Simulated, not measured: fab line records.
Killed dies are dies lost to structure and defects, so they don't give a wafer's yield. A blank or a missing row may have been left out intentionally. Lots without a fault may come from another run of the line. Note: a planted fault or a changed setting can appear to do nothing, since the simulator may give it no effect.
fab line records	flow sky130
record: lots: 24	wafers: 72	lastDay: 50
route steps=708 shown LDD_HVP@287 METAL2@498 METAL3@564 METAL4@630 METAL5@667
lots with no fault: from the same line, run without faults
startH: start of the lot's first displayed wafer, in hours after the record's first day	waitH: how many hours have passed since the lot's step before this one	" repeats the value in the row above	L1.1+2: one row covering several wafers at once	- no value, or no start was given	* or withheld: withheld	< > ~ a bound
route shown NAME@n: a module of which the file shows steps, and the number in the route of the first	usual: mean/standard deviation taken from wafers without a fault	same: alike in all rows	chamber/n: place in a boat	sites: readings site by site	_std_site: standard deviation across them	_edge_site: mean of outer sites minus mean of inner sites	radiusMm: for every site, how far away it sits from the centre of the wafer	mask NAME#n: copy n	behind: tool/chamber where the wafer was last shaped	hold: reason for holding the lot/hours on hold/outcome of the hold	device: whichever transistor did not switch (one of n, p or np)	end of line: tests run on the same wafers once the route is complete	where a step has no rows: the recipe by itself	killed: dies that structure and defects cost at the first sort, which is not the same as the wafer's yield	map: shows each die of a wafer: x if killed, . if not, _ if none is there
set.NAME: the run value of the setting; set.NAME@STEP: its run value at that earlier step	model.NAME: the simulator's own value behind a step, which no gauge read
route steps across a sampled set of lots; one table per step, one row per wafer
services: when a tool's chamber went out of use (startH, in hours from the record's first day, below 0 if earlier), for how many hours, and the reason
== steps ==
step: SKY_LDD_HVP_STRIP_09
recipe: chemistry: O2/N2	powerW: 1400	pressureMtorr: 1500	platenTempC: withheld	o2FlowSccm: 3000	n2FlowSccm: 300	overashFraction: 0.5
usual: drypumpMotorCurrentA: 5.67/0.24	oesProductAu: 0.408/0.0048	stripTimeToEndpointS: 4.133/0.016
same: overashFraction: 0.5
lot.wafer	tool	chamber	startH	waitH	drypumpMotorCurrentA	oesProductAu	rfHoursCounterH	stripTimeToEndpointS
L074.1	plasmaAsher-02	1	502.17	0.1	5.34	0.412	84	4.098
L074.4	"	0	"	"	5.75	0.406	-	4.128
L074.6	"	0	"	"	5.75	0.402	-	4.132
L075.1	plasmaAsher-01	0	511.61	0.1	5.44	0.405	8	4.139
L075.3	"	1	"	"	5.99	0.408	-	4.106
L075.5	"	1	"	"	5.99	0.404	-	4.147
L076.3	plasmaAsher-01	1	519.96	0.1	6.00	0.417	-	4.141
L076.4	"	0	"	"	5.46	0.412	-	4.161
L076.6	"	0	"	"	5.43	0.406	-	4.144
L077.1	plasmaAsher-02	1	523.42	0.1	5.35	0.406	86	4.151
L077.5	"	1	"	"	5.33	0.412	-	4.155
L077.6	"	0	"	"	5.77	0.419	-	4.136
L078.2	plasmaAsher-02	1	531.77	0.1	5.34	0.407	87	4.118
L078.3	"	1	"	"	5.34	0.401	-	4.130
L078.6	"	0	"	"	5.75	0.415	-	4.115
L079.3	plasmaAsher-02	1	543.36	0.1	5.36	0.415	-	4.158
L079.4	"	0	"	"	5.78	0.416	-	4.168
L079.5	"	1	"	"	5.35	0.401	-	4.159
L080.3	plasmaAsher-01	1	550.79	0.1	6.03	0.406	-	4.137
L080.5	"	0	"	"	5.44	0.411	-	4.136
L080.6	"	1	"	"	6.03	0.407	-	4.139
L081.2	plasmaAsher-04	0	564.22	0.1	5.70	0.404	43	4.118
L081.5	"	0	"	"	5.67	0.415	-	4.121
L081.6	"	1	"	"	5.85	0.405	-	4.110
L082.2	plasmaAsher-02	1	572.52	0.1	5.32	0.410	91	4.155
L082.4	"	0	"	"	5.74	0.409	-	4.154
L082.6	"	0	"	"	5.74	0.413	-	4.130
L083.1	plasmaAsher-04	1	573.81	0.1	5.88	0.406	44	4.144
L083.4	"	0	"	"	5.69	0.410	-	4.116
L083.6	"	1	"	"	5.86	0.414	-	4.142
L084.1	plasmaAsher-01	1	585.11	0.1	6.00	0.417	15	4.151
L084.2	"	0	"	"	5.41	0.416	15	4.145
L084.3	"	1	"	"	5.98	0.412	-	4.167
L085.1	plasmaAsher-01	0	588.81	0.1	5.40	0.413	15	4.138
L085.2	"	1	"	"	5.98	0.408	15	4.126
L085.6	"	1	"	"	6.00	0.404	-	4.136
L086.2	plasmaAsher-02	0	604.52	0.1	5.74	0.407	94	4.142
L086.4	"	0	"	"	5.73	0.409	-	4.145
L086.6	"	0	"	"	5.74	0.405	-	4.114
L087.2	plasmaAsher-01	0	604.66	0.1	5.40	0.413	17	4.145
L087.5	"	0	"	"	5.40	0.406	-	4.145
L087.6	"	1	"	"	6.01	0.404	-	4.128
L088.1	plasmaAsher-01	1	615.97	0.1	5.99	0.400	18	4.113
L088.2	"	0	"	"	5.42	0.408	18	4.127
L088.3	"	0	"	"	5.40	0.405	-	4.111
L089.4	plasmaAsher-04	0	632.41	0.1	5.71	0.404	-	4.141
L089.5	"	1	"	"	5.86	0.405	-	4.151
L089.6	"	0	"	"	5.70	0.400	-	4.131
L090.3	plasmaAsher-02	0	635.64	0.1	5.76	0.410	-	4.149
L090.5	"	0	"	"	5.75	0.404	-	4.121
L090.6	"	1	"	"	5.31	0.410	-	4.139
L091.1	plasmaAsher-01	1	639.32	0.1	6.01	0.407	21	4.123
L091.2	"	0	"	"	5.41	0.400	21	4.148
L091.3	"	0	"	"	5.43	0.407	-	4.135
L092.1	plasmaAsher-04	0	642.12	0.1	5.70	0.402	51	4.137
L092.2	"	1	"	"	5.84	0.404	51	4.151
L092.6	"	0	"	"	5.69	0.414	-	4.121
L093.1	plasmaAsher-01	1	662.01	0.1	6.00	0.407	23	4.130
L093.2	"	0	"	"	5.44	0.410	23	4.119
L093.6	"	0	"	"	5.45	0.420	-	4.158
L094.1	plasmaAsher-02	1	662.96	0.1	5.34	0.407	99	4.140
L094.2	"	0	"	"	5.75	0.412	99	4.129
L094.5	"	0	"	"	5.74	0.412	-	4.147
L095.1	plasmaAsher-04	1	667.96	0.1	5.85	0.403	54	4.099
L095.2	"	0	"	"	5.69	0.403	54	4.118
L095.5	"	0	"	"	5.70	0.405	-	4.119
L096.3	plasmaAsher-04	0	679.99	0.1	5.68	0.411	-	4.131
L096.4	"	1	"	"	5.86	0.409	-	4.125
L096.6	"	0	"	"	5.70	0.404	-	4.140
L097.1	plasmaAsher-04	1	688.26	0.1	5.84	0.414	56	4.116
L097.3	"	1	"	"	5.84	0.407	-	4.096
L097.5	"	1	"	"	5.84	0.390	-	4.120
step: SKY_METAL2_CD_MEAS_15
recipe: targetCdNm: 140
usual: cdNm: 139.7/1.4
lot.wafer	tool	chamber	startH	waitH	cdNm
L074.1	cdSem-02	-	826.37	-	141.1
L074.4	"	-	"	"	142.9
L074.6	"	-	"	"	141.4
L075.1	cdSem-01	-	835.64	-	139.7
L075.3	"	-	"	"	140.5
L075.5	"	-	"	"	139.1
L076.3	cdSem-01	-	841.71	-	138.7
L076.4	"	-	"	"	139.2
L076.6	"	-	"	"	138.8
L077.1	cdSem-02	-	842.99	-	137.3
L077.5	"	-	"	"	137.8
L077.6	"	-	"	"	137.3
L078.2	cdSem-02	-	852.41	-	139.3
L078.3	"	-	"	"	137.6
L078.6	"	-	"	"	139.1
L079.3	cdSem-01	-	859.68	-	139.3
L079.4	"	-	"	"	137.6
L079.5	"	-	"	"	138.2
L080.3	cdSem-02	-	868.16	-	140.2
L080.5	"	-	"	"	141.1
L080.6	"	-	"	"	140.6
L081.2	cdSem-02	-	880.41	-	137.0
L081.5	"	-	"	"	137.9
L081.6	"	-	"	"	139.4
L082.2	cdSem-01	-	885.96	-	140.0
L082.4	"	-	"	"	140.2
L082.6	"	-	"	"	139.6
L083.1	cdSem-01	-	887.69	-	139.2
L083.4	"	-	"	"	138.6
L083.6	"	-	"	"	138.0
L084.1	cdSem-01	-	896.89	-	139.5
L084.2	"	-	"	"	140.3
L084.3	"	-	"	"	139.6
L085.1	cdSem-01	-	899.77	-	139.3
L085.2	"	-	"	"	140.9
L085.6	"	-	"	"	138.0
L086.2	cdSem-02	-	914.04	-	142.4
L086.4	"	-	"	"	141.4
L086.6	"	-	"	"	142.5
L087.2	cdSem-02	-	915.19	-	140.0
L087.5	"	-	"	"	138.9
L087.6	"	-	"	"	140.8
L088.1	cdSem-02	-	922.39	-	138.1
L088.2	"	-	"	"	138.6
L088.3	"	-	"	"	138.0
L089.4	cdSem-01	-	934.93	-	139.7
L089.5	"	-	"	"	139.8
L089.6	"	-	"	"	139.0
L090.3	cdSem-01	-	943.16	-	138.6
L090.5	"	-	"	"	138.5
L090.6	"	-	"	"	139.7
L091.1	cdSem-02	-	944.34	-	139.1
L091.2	"	-	"	"	142.3
L091.3	"	-	"	"	140.8
L092.1	cdSem-01	-	945.72	-	139.7
L092.2	"	-	"	"	140.3
L092.6	"	-	"	"	141.3
L093.1	cdSem-01	-	962.67	-	141.7
L093.2	"	-	"	"	141.3
L093.6	"	-	"	"	142.4
L094.1	cdSem-01	-	966.14	-	141.0
L094.2	"	-	"	"	141.8
L094.5	"	-	"	"	141.6
L095.1	cdSem-02	-	969.27	-	140.1
L095.2	"	-	"	"	139.0
L095.5	"	-	"	"	138.5
L096.3	cdSem-02	-	977.96	-	140.1
L096.4	"	-	"	"	137.6
L096.6	"	-	"	"	139.3
L097.1	cdSem-02	-	982.62	-	141.8
L097.3	"	-	"	"	139.5
L097.5	"	-	"	"	141.0
step: SKY_METAL3_OVL_MEAS_14
usual: METAL3_OVL: -2/5
lot.wafer	tool	chamber	startH	waitH	METAL3_OVL[nm]
L074.1	overlay-01	-	907.56	0.1	-5
L074.4	"	-	"	"	4
L074.6	"	-	"	"	1
L075.1	overlay-02	-	917.31	0.1	1
L075.3	"	-	"	"	-1
L075.5	"	-	"	"	-3
L076.3	overlay-02	-	921.77	0.1	-3
L076.4	"	-	"	"	-1
L076.6	"	-	"	"	-2
L077.1	overlay-02	-	923.84	0.1	9
L077.5	"	-	"	"	8
L077.6	"	-	"	"	-5
L078.2	overlay-01	-	931.77	0.1	5
L078.3	"	-	"	"	4
L078.6	"	-	"	"	-1
L079.3	overlay-01	-	939.17	0.1	-10
L079.4	"	-	"	"	-7
L079.5	"	-	"	"	-14
L080.3	overlay-02	-	947.61	0.1	-15
L080.5	"	-	"	"	-12
L080.6	"	-	"	"	-3
L081.2	overlay-01	-	958.77	0.1	-10
L081.5	"	-	"	"	-8
L081.6	"	-	"	"	-4
L082.2	overlay-01	-	964.47	0.1	-1
L082.4	"	-	"	"	-5
L082.6	"	-	"	"	6
L083.1	overlay-02	-	965.91	0.1	-12
L083.4	"	-	"	"	-5
L083.6	"	-	"	"	-9
L084.1	overlay-02	-	975.14	0.1	6
L084.2	"	-	"	"	-3
L084.3	"	-	"	"	-2
L085.1	overlay-01	-	976.89	0.1	-6
L085.2	"	-	"	"	-10
L085.6	"	-	"	"	-5
L086.2	overlay-01	-	990.87	0.1	-2
L086.4	"	-	"	"	-2
L086.6	"	-	"	"	-4
L087.2	overlay-02	-	991.90	0.1	-10
L087.5	"	-	"	"	-6
L087.6	"	-	"	"	-7
L088.1	overlay-01	-	999.26	0.1	-8
L088.2	"	-	"	"	7
L088.3	"	-	"	"	-4
L089.4	overlay-01	-	1010.93	0.1	-6
L089.5	"	-	"	"	-5
L089.6	"	-	"	"	-6
L090.3	overlay-01	-	1018.32	0.1	3
L090.5	"	-	"	"	0
L090.6	"	-	"	"	4
L091.1	overlay-01	-	1019.46	0.1	2
L091.2	"	-	"	"	4
L091.3	"	-	"	"	2
L092.1	overlay-02	-	1020.76	0.1	-2
L092.2	"	-	"	"	-8
L092.6	"	-	"	"	-4
L093.1	overlay-01	-	1036.41	0.1	3
L093.2	"	-	"	"	-4
L093.6	"	-	"	"	-3
L094.1	overlay-01	-	1040.64	0.1	-8
L094.2	"	-	"	"	-3
L094.5	"	-	"	"	-3
L095.1	overlay-01	-	1043.99	0.1	1
L095.2	"	-	"	"	-1
L095.5	"	-	"	"	5
L096.3	overlay-02	-	1050.22	0.1	-3
L096.4	"	-	"	"	-8
L096.6	"	-	"	"	-3
L097.1	overlay-01	-	1054.81	0.1	5
L097.3	"	-	"	"	-6
L097.5	"	-	"	"	-2
step: SKY_METAL3_ETCH_16
recipe: chemistry: N2/H2	target: BARC	ionEnergyEv: 200	biasW: 100	pressureMtorr: 30	n2FlowSccm: 100	h2FlowSccm: 200	icpW: 500	stopOn: SiO2	timeS: 88.2	targetDepthA: 600
usual: drypumpMotorCurrentA: 5.7/0.54	oesProductAu: 0.626/0.005	throttleValvePct: 13.205/0.009
lot.wafer	tool	chamber	startH	waitH	drypumpMotorCurrentA	oesProductAu	rfHoursCounterH	throttleValvePct
L074.1	rieMetal-03	0	907.63	0.0	5.2	0.623	1	13.205
L074.4	"	1	"	"	5.9	0.625	-	13.212
L074.6	"	1	"	"	5.9	0.628	-	13.215
L075.1	rieMetal-03	1	917.38	0.0	5.9	0.624	18	13.218
L075.3	"	1	"	"	6.0	0.621	-	13.208
L075.5	"	0	"	"	5.2	0.628	-	13.193
L076.3	rieMetal-02	1	921.86	0.0	4.7	0.623	-	13.195
L076.4	"	0	"	"	5.9	0.625	-	13.219
L076.6	"	1	"	"	4.7	0.622	-	13.204
L077.1	rieMetal-02	1	923.91	0.0	4.7	0.619	7	13.213
L077.5	"	1	"	"	4.8	0.623	-	13.200
L077.6	"	0	"	"	5.9	0.624	-	13.207
L078.2	rieMetal-01	0	931.83	0.0	5.8	0.624	13	13.209
L078.3	"	0	"	"	5.8	0.626	-	13.204
L078.6	"	1	"	"	6.4	0.632	-	13.196
L079.3	rieMetal-01	0	939.26	0.0	5.8	0.630	-	13.198
L079.4	"	1	"	"	6.4	0.631	-	13.208
L079.5	"	1	"	"	6.4	0.638	-	13.205
L080.3	rieMetal-02	1	947.69	0.0	4.7	0.629	-	13.208
L080.5	"	1	"	"	4.7	0.622	-	13.198
L080.6	"	0	"	"	5.9	0.622	-	13.213
L081.2	rieMetal-01	0	958.83	0.0	5.8	0.626	14	13.205
L081.5	"	1	"	"	6.4	0.636	-	13.209
L081.6	"	0	"	"	5.8	0.629	-	13.206
L082.2	rieMetal-01	1	964.53	0.0	6.4	0.624	12	13.193
L082.4	"	0	"	"	5.8	0.626	-	13.216
L082.6	"	0	"	"	5.8	0.631	-	13.222
L083.1	rieMetal-02	0	965.98	0.0	5.9	0.620	8	13.199
L083.4	"	1	"	"	4.7	0.622	-	13.206
L083.6	"	1	"	"	4.7	0.626	-	13.206
L084.1	rieMetal-03	0	975.24	0.1	5.2	0.620	6	13.194
L084.2	"	0	"	"	5.2	0.622	-	13.194
L084.3	"	0	"	"	5.2	0.629	-	13.211
L085.1	rieMetal-03	0	976.96	0.0	5.2	0.628	6	13.206
L085.2	"	1	"	"	6.0	0.621	0	13.222
L085.6	"	1	"	"	5.9	0.621	-	13.189
L086.2	rieMetal-02	0	990.93	0.0	5.8	0.626	9	13.197
L086.4	"	1	"	"	4.7	0.629	-	13.204
L086.6	"	1	"	"	4.7	0.630	-	13.202
L087.2	rieMetal-03	0	991.96	0.0	5.2	0.626	6	13.204
L087.5	"	0	"	"	5.2	0.627	-	13.204
L087.6	"	1	"	"	5.9	0.624	-	13.212
L088.1	rieMetal-01	1	999.33	0.0	6.4	0.628	14	13.208
L088.2	"	0	"	"	5.8	0.628	17	13.191
L088.3	"	1	"	"	6.4	0.625	-	13.217
L089.4	rieMetal-01	1	1011.01	0.0	6.4	0.617	-	13.203
L089.5	"	0	"	"	5.8	0.621	-	13.211
L089.6	"	1	"	"	6.4	0.622	-	13.203
L090.3	rieMetal-01	0	1018.41	0.0	5.8	0.618	-	13.208
L090.5	"	0	"	"	5.8	0.630	-	13.198
L090.6	"	1	"	"	6.4	0.625	-	13.191
L091.1	rieMetal-02	0	1019.53	0.0	5.9	0.630	11	13.213
L091.2	"	1	"	"	4.7	0.623	12	13.194
L091.3	"	1	"	"	4.7	0.631	-	13.195
L092.1	rieMetal-01	1	1020.83	0.0	6.4	0.618	16	13.199
L092.2	"	0	"	"	5.8	0.620	18	13.192
L092.6	"	0	"	"	5.8	0.630	-	13.213
L093.1	rieMetal-01	0	1036.48	0.0	5.8	0.625	19	13.222
L093.2	"	1	"	"	6.4	0.629	16	13.212
L093.6	"	1	"	"	6.4	0.624	-	13.186
L094.1	rieMetal-03	1	1040.71	0.0	5.9	0.615	4	13.206
L094.2	"	0	"	"	5.2	0.624	9	13.206
L094.5	"	1	"	"	5.9	0.622	-	13.210
L095.1	rieMetal-03	1	1044.06	0.0	5.9	0.627	4	13.210
L095.2	"	0	"	"	5.2	0.627	10	13.209
L095.5	"	0	"	"	5.2	0.627	-	13.210
L096.3	rieMetal-02	1	1050.31	0.0	4.7	0.629	-	13.209
L096.4	"	0	"	"	5.9	0.628	-	13.212
L096.6	"	0	"	"	5.9	0.623	-	13.201
L097.1	rieMetal-01	0	1054.88	0.0	5.8	0.628	21	13.196
L097.3	"	1	"	"	6.4	0.627	-	13.192
L097.5	"	0	"	"	5.8	0.624	-	13.204
step: SKY_METAL4_OVL_MEAS_14
usual: METAL4_OVL: -3/6.5
lot.wafer	tool	chamber	startH	waitH	METAL4_OVL[nm]
L074.1	overlay-02	-	984.69	0.1	-6
L074.4	"	-	"	"	-1
L074.6	"	-	"	"	-10
L075.1	overlay-02	-	993.96	0.1	-1
L075.3	"	-	"	"	7
L075.5	"	-	"	"	-1
L076.3	overlay-01	-	997.71	0.1	-10
L076.4	"	-	"	"	-1
L076.6	"	-	"	"	-1
L077.1	overlay-01	-	999.84	0.1	-3
L077.5	"	-	"	"	-5
L077.6	"	-	"	"	-13
L078.2	overlay-02	-	1007.37	0.1	-7
L078.3	"	-	"	"	6
L078.6	"	-	"	"	3
L079.3	overlay-01	-	1014.26	0.1	-1
L079.4	"	-	"	"	-8
L079.5	"	-	"	"	-2
L080.3	overlay-02	-	1022.32	0.1	-4
L080.5	"	-	"	"	-4
L080.6	"	-	"	"	-14
L081.2	overlay-02	-	1033.69	0.1	2
L081.5	"	-	"	"	-8
L081.6	"	-	"	"	-4
L082.2	overlay-02	-	1038.25	0.1	-5
L082.4	"	-	"	"	3
L082.6	"	-	"	"	-3
L083.1	overlay-01	-	1039.79	0.1	-2
L083.4	"	-	"	"	0
L083.6	"	-	"	"	-2
L084.1	overlay-02	-	1048.91	0.1	-15
L084.2	"	-	"	"	-8
L084.3	"	-	"	"	-12
L085.1	overlay-01	-	1049.84	0.1	-7
L085.2	"	-	"	"	0
L085.6	"	-	"	"	-2
L086.2	overlay-02	-	1062.82	0.1	-10
L086.4	"	-	"	"	-13
L086.6	"	-	"	"	-4
L087.2	overlay-02	-	1063.95	0.1	-8
L087.5	"	-	"	"	-8
L087.6	"	-	"	"	-15
L088.1	overlay-01	-	1069.14	0.1	-2
L088.2	"	-	"	"	-21
L088.3	"	-	"	"	-6
L089.4	overlay-02	-	1080.93	0.1	-5
L089.5	"	-	"	"	-11
L089.6	"	-	"	"	0
L090.3	overlay-01	-	1086.82	0.1	1
L090.5	"	-	"	"	-2
L090.6	"	-	"	"	-9
L091.1	overlay-01	-	1089.34	0.1	-7
L091.2	"	-	"	"	-8
L091.3	"	-	"	"	-10
L092.1	overlay-01	-	1090.26	0.1	2
L092.2	"	-	"	"	-4
L092.6	"	-	"	"	-1
L093.1	overlay-01	-	1102.89	0.1	10
L093.2	"	-	"	"	-4
L093.6	"	-	"	"	7
L094.1	overlay-02	-	1108.71	0.1	8
L094.2	"	-	"	"	5
L094.5	"	-	"	"	-4
L095.1	overlay-02	-	1111.49	0.1	1
L095.2	"	-	"	"	-6
L095.5	"	-	"	"	1
L096.3	overlay-02	-	1116.91	0.1	-8
L096.4	"	-	"	"	10
L096.6	"	-	"	"	7
L097.1	overlay-02	-	1119.74	0.1	1
L097.3	"	-	"	"	2
L097.5	"	-	"	"	1
step: SKY_METAL5_THK_MEAS_06
recipe: thkMeasGauge: xrf	reads: AlCu_of_METAL5_SPUTTER_02
usual: METAL5_ALCU_THK: 1157/14
lot.wafer	tool	chamber	startH	waitH	METAL5_ALCU_THK[nm]
L074.1	filmMetro-02	-	1011.40	0.1	1168
L074.4	"	-	"	"	1161
L074.6	"	-	"	"	1162
L075.1	filmMetro-04	-	1020.37	0.1	1144
L075.3	"	-	"	"	1153
L075.5	"	-	"	"	1145
L076.3	filmMetro-03	-	1023.69	0.1	1162
L076.4	"	-	"	"	1168
L076.6	"	-	"	"	1172
L077.1	filmMetro-02	-	1025.70	0.1	1151
L077.5	"	-	"	"	1141
L077.6	"	-	"	"	1155
L078.2	filmMetro-03	-	1032.13	0.1	1151
L078.3	"	-	"	"	1149
L078.6	"	-	"	"	1153
L079.3	filmMetro-02	-	1040.42	0.1	1148
L079.4	"	-	"	"	1149
L079.5	"	-	"	"	1131
L080.3	filmMetro-02	-	1047.95	0.1	1135
L080.5	"	-	"	"	1155
L080.6	"	-	"	"	1144
L081.2	filmMetro-04	-	1058.46	0.1	1154
L081.5	"	-	"	"	1155
L081.6	"	-	"	"	1144
L082.2	filmMetro-02	-	1062.62	0.1	1136
L082.4	"	-	"	"	1143
L082.6	"	-	"	"	1139
L083.1	filmMetro-02	-	1065.11	0.1	1154
L083.4	"	-	"	"	1155
L083.6	"	-	"	"	1151
L084.1	filmMetro-02	-	1072.60	0.1	1143
L084.2	"	-	"	"	1161
L084.3	"	-	"	"	1142
L085.1	filmMetro-02	-	1074.24	0.1	1162
L085.2	"	-	"	"	1160
L085.6	"	-	"	"	1160
L086.2	filmMetro-02	-	1087.51	0.1	1148
L086.4	"	-	"	"	1153
L086.6	"	-	"	"	1149
L087.2	filmMetro-03	-	1088.71	0.1	1197
L087.5	"	-	"	"	1184
L087.6	"	-	"	"	1192
L088.1	filmMetro-03	-	1093.26	0.1	1155
L088.2	"	-	"	"	1163
L088.3	"	-	"	"	1174
L089.4	filmMetro-02	-	1104.13	0.1	1185
L089.5	"	-	"	"	1192
L089.6	"	-	"	"	1189
L090.3	filmMetro-04	-	1110.07	0.1	1161
L090.5	"	-	"	"	1156
L090.6	"	-	"	"	1162
L091.1	filmMetro-04	-	1112.71	0.1	1174
L091.2	"	-	"	"	1150
L091.3	"	-	"	"	1168
L092.1	filmMetro-03	-	1113.64	0.1	1168
L092.2	"	-	"	"	1162
L092.6	"	-	"	"	1158
L093.1	filmMetro-04	-	1125.67	0.1	1150
L093.2	"	-	"	"	1142
L093.6	"	-	"	"	1151
L094.1	filmMetro-02	-	1131.65	0.1	1157
L094.2	"	-	"	"	1172
L094.5	"	-	"	"	1164
L095.1	filmMetro-03	-	1133.90	0.1	1150
L095.2	"	-	"	"	1176
L095.5	"	-	"	"	1186
L096.3	filmMetro-02	-	1139.64	0.1	1156
L096.4	"	-	"	"	1155
L096.6	"	-	"	"	1146
L097.1	filmMetro-02	-	1141.95	0.1	1148
L097.3	"	-	"	"	1152
L097.5	"	-	"	"	1172
== services ==
tool	chamber	startH	hours	kind
rieMetal-03	-	489.63	1.6	repair
rieMetal-01	-	551.18	0.5	repair
rieMetal-02	-	553.58	1.0	repair
rieMetal-02	-	564.80	0.9	repair
rieMetal-01	0	567.00	-	clean
rieMetal-01	-	574.26	2.8	pm
plasmaAsher-02	-	601.23	1.3	repair
plasmaAsher-04	-	605.54	0.7	repair
plasmaAsher-02	-	614.11	12.1	repair
plasmaAsher-01	-	639.65	0.9	repair
plasmaAsher-02	-	649.88	2.8	pm
plasmaAsher-04	-	707.38	15.6	pm
rieMetal-02	-	717.02	14.6	pm
plasmaAsher-02	-	733.75	9.0	pm
rieMetal-02	-	749.18	0.3	repair
rieMetal-03	-	811.11	0.1	repair
rieMetal-02	-	822.71	0.6	repair
rieMetal-03	-	893.04	2.8	pm
rieMetal-02	-	902.56	4.7	repair
plasmaAsher-01	-	1006.28	4.5	repair
plasmaAsher-04	-	1010.13	7.4	repair
plasmaAsher-04	-	1047.07	5.6	repair
rieMetal-02	0	1053.35	1.3	repair
plasmaAsher-02	-	1053.40	0.8	repair
== key ==
fault none
